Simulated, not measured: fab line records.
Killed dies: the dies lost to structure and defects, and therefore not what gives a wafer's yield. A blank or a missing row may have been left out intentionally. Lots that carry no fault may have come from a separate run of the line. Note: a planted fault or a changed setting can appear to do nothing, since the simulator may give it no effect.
Chamber matching / flow sky130 / SKY_VIA1_CMP_24 on cmp-01 has 4 sister chambers
The step polishes, stops on SiO2, t overpolish 15 s, target thk 0 nm. 4 wafers are shown with their chamber, then 8 later ones without.

== WAFERS, EACH WITH ITS CHAMBER ==
wafer=L242.2; chamber=2; time-to-endpoint-s (s)=71
wafer=L242.6; chamber=1; time-to-endpoint-s (s)=65
wafer=L252.4; chamber=0; time-to-endpoint-s (s)=71
wafer=L254.3; chamber=3; time-to-endpoint-s (s)=62

== WAFERS WITHOUT THEIR CHAMBER ==
wafer=L254.4; time-to-endpoint-s (s)=73
wafer=L254.5; time-to-endpoint-s (s)=69
wafer=L255.1; time-to-endpoint-s (s)=73
wafer=L255.2; time-to-endpoint-s (s)=73
wafer=L255.4; time-to-endpoint-s (s)=64
wafer=L256.2; time-to-endpoint-s (s)=71
wafer=L256.3; time-to-endpoint-s (s)=70
wafer=L256.6; time-to-endpoint-s (s)=70

== WHICH CHAMBER EACH WENT THROUGH ==
wafer=L254.4; from the rows above=can't be placed: 0 or 2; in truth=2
wafer=L254.5; from the rows above=can't be placed: 0 or 2 or 1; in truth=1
wafer=L255.1; from the rows above=can't be placed: 0 or 2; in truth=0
wafer=L255.2; from the rows above=can't be placed: 0 or 2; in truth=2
wafer=L255.4; from the rows above=can't be placed: 1 or 3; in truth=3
wafer=L256.2; from the rows above=can't be placed: 0 or 2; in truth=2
wafer=L256.3; from the rows above=can't be placed: 0 or 2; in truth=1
wafer=L256.6; from the rows above=can't be placed: 0 or 2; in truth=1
Correct placement for 0 of the 8. From these rows, 8 cannot be placed; in 6 the true chamber is one of the candidates. Placed wrongly: 0.
How it was worked out, from the rows above alone: a wafer's distance from a chamber is the root of the sum, over the readings, of the square of ((its reading less the chamber's mean) divided by the reading's scatter). The wafer belongs to the nearest chamber; if the next one is less than 2 further off, it can't be placed. A chamber's mean is the mean of its shown wafers. The scatter: root of mean squared gap, hidden wafer to nearest shown wafer, with one shown wafer a chamber.
